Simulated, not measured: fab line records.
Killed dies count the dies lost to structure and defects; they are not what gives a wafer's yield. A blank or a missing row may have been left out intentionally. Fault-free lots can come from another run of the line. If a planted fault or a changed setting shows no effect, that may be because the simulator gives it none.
fab line records	flow sky130
record lots=24	wafers=72	lastDay=50
route steps=708 shown LOCAL_INTERCONNECT@399 METAL2@489 VIA2@521 METAL3@534 VIA3@588
lots that met no fault: from a run of the same line without faults
startH: hours from the record's first day to the start of the lot's first wafer shown	waitH: hours elapsed since this lot's preceding step	" unchanged from the row above	L1.1+2: one row covering several wafers at once	- either no value or no given start	* or withheld: withheld	< > ~ a bound
route shown NAME@n: NAME is a module with steps in the file, n the number in the route of the first one	usual: the fault-free wafers' mean and standard deviation	same: alike in all rows	chamber/n: place in a boat	sites: readings site by site	_std_site: how widely they spread, as a standard deviation	_edge_site: inner sites' mean taken away from outer sites' mean	radiusMm: for every site, how far away it sits from the centre of the wafer	mask NAME#n: copy n	behind: the most recent tool/chamber to have shaped the wafer	hold: why the lot was held/for how many hours/how that ended	device: the transistor (n, p or np) that didn't switch	end of line: the route-end tests of the same wafers	where a step has no rows: the recipe by itself	killed: the dies lost at the first sort to structure and to defects; this is not the yield of the wafer	map: per-die view of a wafer (x killed, . not killed, _ where there is no die)
set.NAME: the setting as run; set.NAME@STEP: as run at that earlier step	model.NAME: the simulator's own value behind a step, which no gauge read
one table for each step of the route and one row for each wafer, over a sample of lots
services: from which hour (startH, from the record's first day; less than 0 if before it) a tool's chamber was out of use, for how many hours, and why
## steps
# step SKY_LOCAL_INTERCONNECT_OVL_MEAS_12
# usual LOCAL_INTERCONNECT_OVL=2/5.7
lot.wafer	tool	chamber	startH	waitH	LOCAL_INTERCONNECT_OVL[nm]
L074.2	overlay-02	-	704.93	0.1	0
L074.3	"	-	"	"	8
L074.4	"	-	"	"	3
L077.1	overlay-02	-	716.86	0.1	11
L077.4	"	-	"	"	-1
L077.6	"	-	"	"	6
L075.1	overlay-02	-	717.72	0.1	6
L075.5	"	-	"	"	5
L075.6	"	-	"	"	-5
L076.2	overlay-02	-	721.98	0.1	7
L076.5	"	-	"	"	9
L076.6	"	-	"	"	11
L078.2	overlay-02	-	726.87	0.1	5
L078.3	"	-	"	"	9
L078.6	"	-	"	"	7
L079.1	overlay-02	-	729.91	0.1	3
L079.2	"	-	"	"	5
L079.3	"	-	"	"	-1
L080.1	overlay-02	-	746.91	0.1	-2
L080.3	"	-	"	"	5
L080.4	"	-	"	"	6
L081.2	overlay-02	-	762.53	0.1	4
L081.3	"	-	"	"	1
L081.4	"	-	"	"	-4
L082.2	overlay-02	-	763.05	0.1	0
L082.4	"	-	"	"	-2
L082.6	"	-	"	"	-4
L083.3	overlay-02	-	770.80	0.1	10
L083.4	"	-	"	"	4
L083.5	"	-	"	"	5
L084.2	overlay-01	-	782.65	0.1	-2
L084.3	"	-	"	"	6
L084.5	"	-	"	"	10
L085.3	overlay-02	-	803.67	0.1	-4
L085.5	"	-	"	"	5
L085.6	"	-	"	"	-9
L086.1	overlay-01	-	806.29	0.1	2
L086.2	"	-	"	"	9
L086.4	"	-	"	"	-5
L087.1	overlay-02	-	807.62	0.1	8
L087.3	"	-	"	"	7
L087.4	"	-	"	"	4
L088.1	overlay-02	-	812.97	0.1	4
L088.3	"	-	"	"	8
L088.5	"	-	"	"	4
L089.2	overlay-01	-	818.53	0.1	-3
L089.4	"	-	"	"	-4
L089.5	"	-	"	"	3
L090.1	overlay-01	-	830.54	0.1	0
L090.2	"	-	"	"	-2
L090.6	"	-	"	"	0
L091.2	overlay-01	-	833.70	0.1	2
L091.3	"	-	"	"	-4
L091.6	"	-	"	"	6
L092.1	overlay-02	-	835.79	0.1	1
L092.3	"	-	"	"	8
L092.5	"	-	"	"	2
L093.1	overlay-01	-	845.87	0.1	-11
L093.3	"	-	"	"	-16
L093.6	"	-	"	"	-7
L094.1	overlay-01	-	862.51	0.1	7
L094.5	"	-	"	"	5
L094.6	"	-	"	"	8
L095.3	overlay-02	-	863.95	0.1	3
L095.4	"	-	"	"	6
L095.6	"	-	"	"	3
L096.3	overlay-01	-	872.85	0.1	9
L096.4	"	-	"	"	-3
L096.6	"	-	"	"	-1
L097.2	overlay-02	-	885.69	0.1	-2
L097.3	"	-	"	"	1
L097.5	"	-	"	"	1
# step SKY_METAL2_THK_MEAS_06
# recipe thkMeasGauge=xrf	reads=AlCu_of_METAL2_SPUTTER_02
# usual METAL2_ALCU_THK=252/3.6
lot.wafer	tool	chamber	startH	waitH	METAL2_ALCU_THK[nm]
L074.2	filmMetro-01	-	788.21	0.1	251
L074.3	"	-	"	"	256
L074.4	"	-	"	"	249
L077.1	filmMetro-03	-	801.59	0.1	252
L077.4	"	-	"	"	254
L077.6	"	-	"	"	255
L075.1	filmMetro-04	-	804.42	0.1	256
L075.5	"	-	"	"	256
L075.6	"	-	"	"	256
L076.2	filmMetro-01	-	808.17	0.1	255
L076.5	"	-	"	"	253
L076.6	"	-	"	"	255
L078.2	filmMetro-03	-	812.98	0.1	252
L078.3	"	-	"	"	254
L078.6	"	-	"	"	251
L079.1	filmMetro-04	-	816.05	0.1	256
L079.2	"	-	"	"	252
L079.3	"	-	"	"	254
L080.1	filmMetro-01	-	833.40	0.1	249
L080.3	"	-	"	"	249
L080.4	"	-	"	"	249
L081.2	filmMetro-01	-	847.97	0.1	252
L081.3	"	-	"	"	250
L081.4	"	-	"	"	254
L082.2	filmMetro-01	-	849.94	0.1	260
L082.4	"	-	"	"	256
L082.6	"	-	"	"	253
L083.3	filmMetro-03	-	857.30	0.1	246
L083.4	"	-	"	"	249
L083.5	"	-	"	"	248
L084.2	filmMetro-03	-	868.80	0.1	254
L084.3	"	-	"	"	248
L084.5	"	-	"	"	250
L085.3	filmMetro-01	-	890.20	0.1	243
L085.5	"	-	"	"	247
L085.6	"	-	"	"	246
L086.1	filmMetro-03	-	894.55	0.1	253
L086.2	"	-	"	"	246
L086.4	"	-	"	"	249
L087.1	filmMetro-03	-	895.22	0.1	252
L087.3	"	-	"	"	255
L087.4	"	-	"	"	250
L088.1	filmMetro-01	-	899.92	0.1	253
L088.3	"	-	"	"	253
L088.5	"	-	"	"	258
L089.2	filmMetro-03	-	905.29	0.1	249
L089.4	"	-	"	"	252
L089.5	"	-	"	"	244
L090.1	filmMetro-03	-	917.03	0.1	250
L090.2	"	-	"	"	253
L090.6	"	-	"	"	257
L091.2	filmMetro-01	-	919.88	0.1	253
L091.3	"	-	"	"	247
L091.6	"	-	"	"	246
L092.1	filmMetro-03	-	923.47	0.1	248
L092.3	"	-	"	"	247
L092.5	"	-	"	"	246
L093.1	filmMetro-01	-	931.60	0.1	246
L093.3	"	-	"	"	258
L093.6	"	-	"	"	251
L094.1	filmMetro-01	-	948.59	0.1	257
L094.5	"	-	"	"	258
L094.6	"	-	"	"	261
L095.3	filmMetro-04	-	949.39	0.1	252
L095.4	"	-	"	"	252
L095.6	"	-	"	"	254
L096.3	filmMetro-03	-	955.92	0.1	250
L096.4	"	-	"	"	246
L096.6	"	-	"	"	249
L097.2	filmMetro-04	-	967.75	0.1	254
L097.3	"	-	"	"	253
L097.5	"	-	"	"	249
# step SKY_VIA2_ETCH_14
# recipe chemistry=N2/H2	target=BARC	ionEnergyEv=200	sourceW=500	biasW=100	pressureMtorr=30	n2FlowSccm=100	h2FlowSccm=200	stopOn=SiO2	timeS=45.9	targetDepthA=600
# usual drypumpMotorCurrentA=5.9/0.49	n2FlowSccm=100.0/0.31	oesProductAu=0.855/0.0049	throttleValvePct=13.224/0.0082
lot.wafer	tool	chamber	startH	waitH	drypumpMotorCurrentA	n2FlowSccm	oesProductAu	rfHoursCounterH	throttleValvePct
L074.2	rieDiel-01	2	844.06	0.0	6.2	100.3	0.858	2	13.222
L074.3	"	0	"	"	6.6	99.9	0.858	10	13.220
L074.4	"	3	"	"	5.5	99.9	0.847	5	13.225
L077.1	rieDiel-02	2	857.61	0.0	6.1	100.0	0.855	25	13.217
L077.4	"	3	"	"	5.7	99.6	0.853	10	13.224
L077.6	"	3	"	"	5.7	99.3	0.853	-	13.224
L075.1	rieDiel-02	1	859.26	0.0	5.3	99.6	0.849	5	13.234
L075.5	"	2	"	"	6.1	100.1	0.847	-	13.208
L075.6	"	3	"	"	5.7	99.8	0.857	-	13.217
L076.2	rieDiel-02	2	863.26	0.0	6.1	100.0	0.849	26	13.229
L076.5	"	2	"	"	6.1	100.2	0.858	-	13.224
L076.6	"	3	"	"	5.7	99.6	0.860	-	13.245
L078.2	rieDiel-01	2	868.20	0.0	6.2	99.4	0.857	2	13.235
L078.3	"	1	"	"	5.3	99.7	0.850	2	13.227
L078.6	"	1	"	"	5.3	99.9	0.858	-	13.225
L079.1	rieDiel-01	2	871.11	0.0	6.2	100.7	0.860	3	13.213
L079.2	"	3	"	"	5.5	100.2	0.860	6	13.221
L079.3	"	0	"	"	6.6	99.8	0.853	11	13.216
L080.1	rieDiel-03	2	889.16	0.0	6.2	100.5	0.851	8	13.224
L080.3	"	3	"	"	5.7	100.1	0.865	5	13.218
L080.4	"	0	"	"	5.5	99.6	0.852	11	13.221
L081.2	rieDiel-02	2	903.01	0.0	6.0	99.9	0.856	27	13.235
L081.3	"	1	"	"	5.2	99.6	0.862	6	13.232
L081.4	"	3	"	"	5.7	99.6	0.857	12	13.215
L082.2	rieDiel-01	1	905.51	0.0	5.3	100.0	0.851	3	13.230
L082.4	"	2	"	"	6.2	99.6	0.855	4	13.229
L082.6	"	0	"	"	6.6	100.0	0.859	-	13.233
L083.3	rieDiel-01	0	912.20	0.0	6.6	100.0	0.852	12	13.231
L083.4	"	1	"	"	5.3	100.2	0.863	3	13.236
L083.5	"	3	"	"	5.5	100.6	0.851	-	13.213
L084.2	rieDiel-03	3	924.56	0.0	5.7	99.9	0.856	6	13.215
L084.3	"	1	"	"	6.6	99.9	0.853	8	13.227
L084.5	"	3	"	"	5.7	99.4	0.860	-	13.228
L085.3	rieDiel-02	0	943.90	0.0	6.5	99.8	0.857	7	13.213
L085.5	"	3	"	"	5.7	99.8	0.862	-	13.226
L085.6	"	0	"	"	6.5	100.0	0.857	-	13.235
L086.1	rieDiel-02	3	947.96	0.0	5.7	100.1	0.852	14	13.221
L086.2	"	0	"	"	6.5	99.6	0.847	7	13.232
L086.4	"	1	"	"	5.2	100.4	0.848	8	13.219
L087.1	rieDiel-01	0	948.76	0.0	6.6	99.8	0.859	13	13.244
L087.3	"	0	"	"	6.6	100.0	0.859	-	13.237
L087.4	"	2	"	"	6.2	99.6	0.855	-	13.228
L088.1	rieDiel-01	1	952.81	0.0	5.3	99.7	0.858	4	13.223
L088.3	"	3	"	"	5.5	99.8	0.855	8	13.221
L088.5	"	1	"	"	5.3	99.8	0.855	-	13.224
L089.2	rieDiel-01	0	956.80	0.0	6.6	99.9	0.848	13	13.216
L089.4	"	2	"	"	6.2	100.3	0.858	5	13.229
L089.5	"	1	"	"	5.3	100.4	0.856	-	13.238
L090.1	rieDiel-01	2	966.80	0.0	6.2	100.0	0.850	6	13.211
L090.2	"	0	"	"	6.6	99.8	0.854	14	13.224
L090.6	"	3	"	"	5.5	100.0	0.851	-	13.220
L091.2	rieDiel-01	3	970.01	0.0	5.5	100.1	0.857	8	13.231
L091.3	"	2	"	"	6.2	100.3	0.863	6	13.221
L091.6	"	1	"	"	5.3	100.2	0.861	-	13.220
L092.1	rieDiel-01	3	974.31	0.0	5.5	100.4	0.868	8	13.219
L092.3	"	1	"	"	5.3	100.8	0.856	4	13.218
L092.5	"	0	"	"	6.6	100.0	0.862	-	13.221
L093.1	rieDiel-03	0	981.26	0.0	5.5	100.0	0.854	14	13.225
L093.3	"	2	"	"	6.2	99.6	0.856	10	13.238
L093.6	"	0	"	"	5.5	100.8	0.860	-	13.209
L094.1	rieDiel-02	3	997.26	0.0	5.7	100.3	0.862	15	13.240
L094.5	"	0	"	"	6.5	99.7	0.857	-	13.219
L094.6	"	3	"	"	5.7	99.9	0.859	-	13.225
L095.3	rieDiel-02	0	998.45	0.0	6.5	99.5	0.860	9	13.234
L095.4	"	3	"	"	5.7	99.6	0.865	15	13.208
L095.6	"	2	"	"	6.1	99.7	0.856	-	13.222
L096.3	rieDiel-01	2	1004.71	0.0	6.2	99.7	0.858	7	13.219
L096.4	"	1	"	"	5.3	100.2	0.855	5	13.218
L096.6	"	2	"	"	6.2	99.3	0.853	-	13.215
L097.2	rieDiel-02	2	1016.06	0.0	6.1	100.0	0.851	2	13.209
L097.3	"	0	"	"	6.5	100.3	0.863	9	13.225
L097.5	"	1	"	"	5.3	99.9	0.851	-	13.227
# step SKY_METAL3_SPUTTER_02
# recipe material=AlCu	targetThkNm=735	powerW=10600	timeS=39.1	chamberPressurePa=0.4
# usual throttleValvePct=29.3/0.55
lot.wafer	tool	chamber	startH	waitH	throttleValvePct
L074.2	pvdSputter-03	-	845.51	0.0	28.7
L074.3	"	-	"	"	28.6
L074.4	"	-	"	"	28.8
L077.1	pvdSputter-03	-	859.02	0.0	28.7
L077.4	"	-	"	"	28.8
L077.6	"	-	"	"	28.9
L075.1	pvdSputter-01	-	860.71	0.0	29.5
L075.5	"	-	"	"	29.4
L075.6	"	-	"	"	29.4
L076.2	pvdSputter-04	-	864.71	0.0	28.9
L076.5	"	-	"	"	28.9
L076.6	"	-	"	"	29.4
L078.2	pvdSputter-03	-	869.66	0.0	28.7
L078.3	"	-	"	"	28.6
L078.6	"	-	"	"	28.9
L079.1	pvdSputter-03	-	872.64	0.0	28.6
L079.2	"	-	"	"	28.9
L079.3	"	-	"	"	29.1
L080.1	pvdSputter-03	-	890.58	0.0	28.7
L080.3	"	-	"	"	28.9
L080.4	"	-	"	"	28.8
L081.2	pvdSputter-04	-	904.43	0.0	29.1
L081.3	"	-	"	"	28.9
L081.4	"	-	"	"	30.5
L082.2	pvdSputter-04	-	906.93	0.0	29.3
L082.4	"	-	"	"	29.0
L082.6	"	-	"	"	30.5
L083.3	pvdSputter-01	-	913.88	0.0	29.9
L083.4	"	-	"	"	29.3
L083.5	"	-	"	"	29.8
L084.2	pvdSputter-03	-	926.01	0.0	28.7
L084.3	"	-	"	"	28.9
L084.5	"	-	"	"	28.5
L085.3	pvdSputter-01	-	945.36	0.0	29.8
L085.5	"	-	"	"	29.9
L085.6	"	-	"	"	30.0
L086.1	pvdSputter-01	-	949.41	0.0	29.6
L086.2	"	-	"	"	30.2
L086.4	"	-	"	"	30.0
L087.1	pvdSputter-03	-	950.27	0.0	28.9
L087.3	"	-	"	"	28.7
L087.4	"	-	"	"	28.8
L088.1	pvdSputter-03	-	954.23	0.0	28.7
L088.3	"	-	"	"	28.9
L088.5	"	-	"	"	28.8
L089.2	pvdSputter-03	-	958.22	0.0	29.0
L089.4	"	-	"	"	29.0
L089.5	"	-	"	"	28.7
L090.1	pvdSputter-01	-	968.22	0.0	29.3
L090.2	"	-	"	"	29.6
L090.6	"	-	"	"	29.4
L091.2	pvdSputter-01	-	971.43	0.0	29.2
L091.3	"	-	"	"	29.5
L091.6	"	-	"	"	29.2
L092.1	pvdSputter-01	-	975.73	0.0	29.4
L092.3	"	-	"	"	30.0
L092.5	"	-	"	"	29.5
L093.1	pvdSputter-01	-	982.68	0.0	29.6
L093.3	"	-	"	"	29.3
L093.6	"	-	"	"	30.3
L094.1	pvdSputter-01	-	998.72	0.0	29.5
L094.5	"	-	"	"	30.0
L094.6	"	-	"	"	30.4
L095.3	pvdSputter-04	-	999.91	0.0	29.3
L095.4	"	-	"	"	28.8
L095.6	"	-	"	"	29.5
L096.3	pvdSputter-01	-	1006.15	0.0	29.4
L096.4	"	-	"	"	29.3
L096.6	"	-	"	"	30.2
L097.2	pvdSputter-04	-	1017.49	0.0	29.2
L097.3	"	-	"	"	30.5
L097.5	"	-	"	"	29.5
# step SKY_METAL3_DESCUM_15
# recipe chemistry=O2	sourcePowerW=150	biasPowerW=0	pressureMtorr=10	tempC=40	timeS=8
# usual drypumpMotorCurrentA=5.7/0.36	oesProductAu=1.006/0.015
lot.wafer	tool	chamber	startH	waitH	drypumpMotorCurrentA	oesProductAu	rfHoursCounterH
L074.2	rieMetal-03	0	900.05	0.0	5.7	1.028	8
L074.3	"	1	"	"	6.3	0.994	-
L074.4	"	0	"	"	5.7	1.018	-
L077.1	rieMetal-01	0	913.23	0.0	5.9	0.996	3
L077.4	"	0	"	"	5.9	0.997	-
L077.6	"	1	"	"	5.4	0.999	-
L075.1	rieMetal-03	1	914.76	0.0	6.3	0.995	10
L075.5	"	0	"	"	5.7	1.022	-
L075.6	"	1	"	"	6.3	1.000	-
L076.2	rieMetal-01	1	919.30	0.0	5.5	0.991	19
L076.5	"	1	"	"	5.5	0.996	-
L076.6	"	0	"	"	5.9	0.994	-
L078.2	rieMetal-03	0	923.78	0.0	5.7	1.011	9
L078.3	"	0	"	"	5.7	1.009	-
L078.6	"	1	"	"	6.3	0.996	-
L079.1	rieMetal-03	1	926.51	0.0	6.3	0.999	11
L079.2	"	0	"	"	5.7	1.021	9
L079.3	"	1	"	"	6.3	0.986	-
L080.1	rieMetal-02	1	942.35	0.0	5.3	1.015	13
L080.3	"	1	"	"	5.3	1.019	-
L080.4	"	1	"	"	5.3	1.019	-
L081.2	rieMetal-03	0	955.53	0.0	5.7	1.023	10
L081.3	"	0	"	"	5.6	1.012	-
L081.4	"	1	"	"	6.3	0.997	-
L082.2	rieMetal-03	1	958.55	0.0	6.3	0.991	12
L082.4	"	0	"	"	5.7	1.027	-
L082.6	"	0	"	"	5.7	1.027	-
L083.3	rieMetal-02	1	964.66	0.0	5.3	1.017	-
L083.4	"	0	"	"	5.4	1.014	-
L083.5	"	0	"	"	5.4	1.016	-
L084.2	rieMetal-01	0	975.97	0.0	6.0	0.983	-
L084.3	"	0	"	"	6.0	0.986	-
L084.5	"	0	"	"	6.0	0.990	-
L085.3	rieMetal-03	0	992.14	0.0	5.7	1.022	-
L085.5	"	1	"	"	6.3	0.990	-
L085.6	"	0	"	"	5.7	1.012	-
L086.1	rieMetal-03	0	997.36	0.0	5.7	1.026	13
L086.2	"	1	"	"	6.3	0.992	14
L086.4	"	1	"	"	6.3	0.988	-
L087.1	rieMetal-02	1	998.10	0.0	5.3	1.026	16
L087.3	"	1	"	"	5.3	1.030	-
L087.4	"	0	"	"	5.4	1.028	-
L088.1	rieMetal-03	0	1002.01	0.0	5.7	1.022	13
L088.3	"	1	"	"	6.3	0.993	-
L088.5	"	1	"	"	6.3	0.989	-
L089.2	rieMetal-03	1	1006.15	0.0	6.3	0.983	15
L089.4	"	0	"	"	5.7	1.018	-
L089.5	"	0	"	"	5.7	1.005	-
L090.1	rieMetal-01	1	1014.90	0.0	5.5	1.003	2
L090.2	"	0	"	"	5.9	0.988	10
L090.6	"	0	"	"	5.9	0.987	-
L091.2	rieMetal-02	1	1018.15	0.0	5.3	1.011	17
L091.3	"	0	"	"	5.4	1.009	-
L091.6	"	0	"	"	5.4	1.012	-
L092.1	rieMetal-02	1	1023.58	0.0	5.3	1.017	18
L092.3	"	0	"	"	5.4	1.022	-
L092.5	"	1	"	"	5.3	1.018	-
L093.1	rieMetal-02	0	1029.86	0.0	5.4	1.012	4
L093.3	"	0	"	"	5.4	1.008	-
L093.6	"	0	"	"	5.4	1.015	-
L094.1	rieMetal-01	1	1045.10	0.0	5.5	1.009	4
L094.5	"	0	"	"	5.9	0.992	-
L094.6	"	1	"	"	5.5	1.005	-
L095.3	rieMetal-01	0	1046.07	0.0	5.9	0.973	-
L095.4	"	1	"	"	5.5	0.989	-
L095.6	"	0	"	"	5.9	0.983	-
L096.3	rieMetal-02	1	1051.93	0.0	5.3	1.017	-
L096.4	"	0	"	"	5.4	1.014	-
L096.6	"	1	"	"	5.3	1.015	-
L097.2	rieMetal-02	0	1062.60	0.0	5.4	1.032	6
L097.3	"	1	"	"	5.3	1.025	-
L097.5	"	1	"	"	5.3	1.029	-
# step SKY_VIA3_ETCH_15
# recipe target=SiO2	chemistry=C4F8/O2/Ar	targetDepthNm=507	stopOn=TiN	maskMaterial=KrF-thick	sourceW=1500	biasW=1200	pressureMtorr=40	c4f8FlowSccm=withheld	O2_flow_sccm=6	Ar_flow_sccm=300	timeS=78
# usual oesProductAu=0.944/0.0047
lot.wafer	tool	chamber	startH	waitH	oesProductAu	rfHoursCounterH
L074.2	rieDiel-04	2	928.22	0.0	0.943	15
L074.3	"	0	"	"	0.941	6
L074.4	"	3	"	"	0.937	17
L077.1	rieDiel-02	0	940.47	0.0	0.954	7
L077.4	"	0	"	"	0.951	-
L077.6	"	3	"	"	0.941	-
L075.1	rieDiel-02	3	941.45	0.0	0.943	13
L075.5	"	1	"	"	0.942	-
L075.6	"	0	"	"	0.956	-
L076.2	rieDiel-02	0	946.75	0.0	0.946	7
L076.5	"	2	"	"	0.940	-
L076.6	"	1	"	"	0.946	-
L078.2	rieDiel-02	2	951.12	0.0	0.950	0
L078.3	"	0	"	"	0.954	7
L078.6	"	3	"	"	0.939	-
L079.1	rieDiel-02	2	959.54	0.0	0.944	1
L079.2	"	1	"	"	0.943	8
L079.3	"	0	"	"	0.938	7
L080.1	rieDiel-03	2	967.99	0.0	0.939	10
L080.3	"	1	"	"	0.943	9
L080.4	"	3	"	"	0.938	7
L081.2	rieDiel-02	2	980.69	0.0	0.943	1
L081.3	"	0	"	"	0.942	8
L081.4	"	1	"	"	0.944	-
L082.2	rieDiel-03	3	983.92	0.0	0.947	8
L082.4	"	0	"	"	0.952	14
L082.6	"	1	"	"	0.946	-
L083.3	rieDiel-02	2	989.95	0.0	0.944	1
L083.4	"	3	"	"	0.944	15
L083.5	"	1	"	"	0.950	-
L084.2	rieDiel-03	1	1001.65	0.0	0.936	10
L084.3	"	3	"	"	0.945	8
L084.5	"	3	"	"	0.940	-
L085.3	rieDiel-03	0	1017.04	0.0	0.942	15
L085.5	"	3	"	"	0.944	-
L085.6	"	0	"	"	0.940	-
L086.1	rieDiel-04	3	1021.89	0.0	0.949	20
L086.2	"	0	"	"	0.938	9
L086.4	"	2	"	"	0.951	18
L087.1	rieDiel-02	2	1022.62	0.0	0.938	2
L087.3	"	3	"	"	0.944	16
L087.4	"	1	"	"	0.941	10
L088.1	rieDiel-02	3	1027.52	0.0	0.942	16
L088.3	"	2	"	"	0.950	3
L088.5	"	3	"	"	0.950	-
L089.2	rieDiel-02	1	1030.85	0.0	0.947	11
L089.4	"	2	"	"	0.938	3
L089.5	"	3	"	"	0.944	-
L090.1	rieDiel-03	2	1038.99	0.0	0.945	13
L090.2	"	3	"	"	0.950	10
L090.6	"	2	"	"	0.954	-
L091.2	rieDiel-04	1	1042.30	0.0	0.946	17
L091.3	"	3	"	"	0.948	21
L091.6	"	0	"	"	0.944	-
L092.1	rieDiel-03	2	1047.25	0.0	0.950	13
L092.3	"	3	"	"	0.947	10
L092.5	"	0	"	"	0.945	-
L093.1	rieDiel-02	2	1052.69	0.0	0.957	4
L093.3	"	3	"	"	0.945	17
L093.6	"	3	"	"	0.944	-
L094.1	rieDiel-02	3	1067.90	0.0	0.953	18
L094.5	"	1	"	"	0.940	-
L094.6	"	2	"	"	0.946	-
L095.3	rieDiel-02	0	1069.12	0.0	0.949	11
L095.4	"	2	"	"	0.952	4
L095.6	"	0	"	"	0.940	-
L096.3	rieDiel-04	3	1074.84	0.0	0.946	22
L096.4	"	1	"	"	0.941	17
L096.6	"	2	"	"	0.944	-
L097.2	rieDiel-02	2	1084.85	0.0	0.942	5
L097.3	"	3	"	"	0.940	18
L097.5	"	0	"	"	0.945	-
## services
tool	chamber	startH	hours	kind
rieMetal-02	-	840.27	11.4	repair
rieMetal-03	0	840.89	1.6	repair
rieDiel-04	0	847.07	4.2	repair
rieDiel-04	2	848.56	9.2	repair
rieDiel-01	-	874.43	2.0	repair
rieDiel-01	-	876.44	0.3	repair
pvdSputter-01	-	916.38	1.0	repair
rieDiel-01	1	927.77	21.2	repair
rieDiel-03	-	935.57	15.6	pm
rieDiel-01	3	943.23	8.3	repair
rieDiel-03	2	952.71	8.0	repair
rieDiel-04	3	960.03	6.1	repair
rieDiel-02	2	960.53	5.7	repair
rieDiel-04	1	971.60	7.2	repair
rieDiel-02	3	978.90	4.6	repair
rieDiel-03	-	1004.28	2.8	pm
rieMetal-02	0	1034.19	5.0	repair
rieDiel-01	2	1049.60	1.5	repair
rieDiel-03	1	1051.79	4.0	repair
pvdSputter-01	-	1069.15	3.0	repair
pvdSputter-04	-	1070.49	1.3	repair
pvdSputter-03	-	1072.75	3.6	repair
rieDiel-02	-	1075.39	0.5	repair
rieDiel-01	-	1075.78	1.5	repair
## key
fault none
